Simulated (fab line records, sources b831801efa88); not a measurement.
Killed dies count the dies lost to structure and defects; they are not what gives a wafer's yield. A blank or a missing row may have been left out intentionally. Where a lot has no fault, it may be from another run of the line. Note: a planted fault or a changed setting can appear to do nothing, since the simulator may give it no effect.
Chamber matching	flow sky130	cmp-01 running SKY_VIA1_CMP_24: 4 sister chambers
The step polishes, stops on SiO2, t overpolish 15 s, target thk 0 nm. 30 wafers are shown with their chamber, then 12 later ones without.

EACH WAFER AND ITS CHAMBER
wafer	chamber	motor_current_A (A)	time_to_endpoint_s (s)	head_pressure_psi (psi)
L074.1	1	9.1	57	3.488
L074.3	3	10.7	61	3.498
L074.5	2	11.1	70	3.505
L075.4	3	10.3	61	3.496
L075.5	3	9.9	63	3.503
L075.6	2	10.9	71	3.499
L080.2	1	9.0	60	3.513
L080.3	3	10.2	63	3.498
L080.4	0	10.3	63	3.501
L081.1	3	10.4	57	3.497
L081.5	1	8.5	60	3.506
L081.6	0	10.7	60	3.502
L082.1	3	10.8	62	3.501
L082.2	2	10.5	68	3.496
L082.5	3	10.6	63	3.500
L085.3	3	10.0	64	3.514
L085.4	0	10.2	61	3.510
L085.6	2	11.3	70	3.506
L086.1	0	10.9	63	3.501
L086.3	2	11.2	73	3.496
L086.4	1	8.9	61	3.508
L087.3	3	9.6	65	3.501
L087.4	0	10.4	66	3.515
L087.6	0	10.6	63	3.507
L088.1	0	10.6	67	3.502
L088.2	3	10.4	66	3.501
L088.4	2	10.7	72	3.504
L091.2	1	8.7	63	3.498
L091.4	0	10.6	64	3.512
L091.5	2	11.2	73	3.494

SIGNATURES, as means of the wafers listed above
reading	chamber 0	chamber 1	chamber 2	chamber 3	scatter within a chamber
motor_current_A	10.537	8.840	10.986	10.290	0.303
time_to_endpoint_s	63.38	60.20	71.00	62.50	2.26
head_pressure_psi	3.50625	3.50260	3.50000	3.50090	0.00613
Rule: for a wafer and a chamber, the distance is found by dividing, reading by reading, the gap between the wafer's reading and the chamber's mean by the reading's scatter, squaring, summing and taking the root. The wafer belongs to the nearest chamber; if the next one is less than 2 further off, it can't be placed. How the scatter is found: for the shown wafers, subtract from each reading the mean of its chamber, square and add these, divide the total by (wafers less chambers), then take the root.

WAFERS WITHOUT THEIR CHAMBER
wafer	motor_current_A (A)	time_to_endpoint_s (s)	head_pressure_psi (psi)
L089.2	8.2	61	3.499
L089.4	10.8	64	3.511
L089.5	11.0	75	3.497
L096.1	8.6	62	3.491
L096.3	10.8	71	3.506
L096.6	11.1	74	3.512
L095.1	11.0	69	3.496
L095.3	10.3	58	3.504
L095.6	9.0	59	3.502
L097.1	11.1	64	3.500
L097.2	10.3	63	3.501
L097.3	11.3	73	3.505

EACH ONE'S CHAMBER
wafer	from the rows above	in truth
L089.2	1	1
L089.4	can't be placed: 0 or 3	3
L089.5	2	2
L096.1	1	1
L096.3	2	2
L096.6	2	2
L095.1	2	2
L095.3	can't be placed: 3 or 0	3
L095.6	1	1
L097.1	can't be placed: 0 or 3 or 2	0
L097.2	can't be placed: 3 or 0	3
L097.3	2	2
8 of 12 placed correctly. From these rows, 4 cannot be placed; in 4 the true chamber is one of the candidates. Wrongly placed: 0.
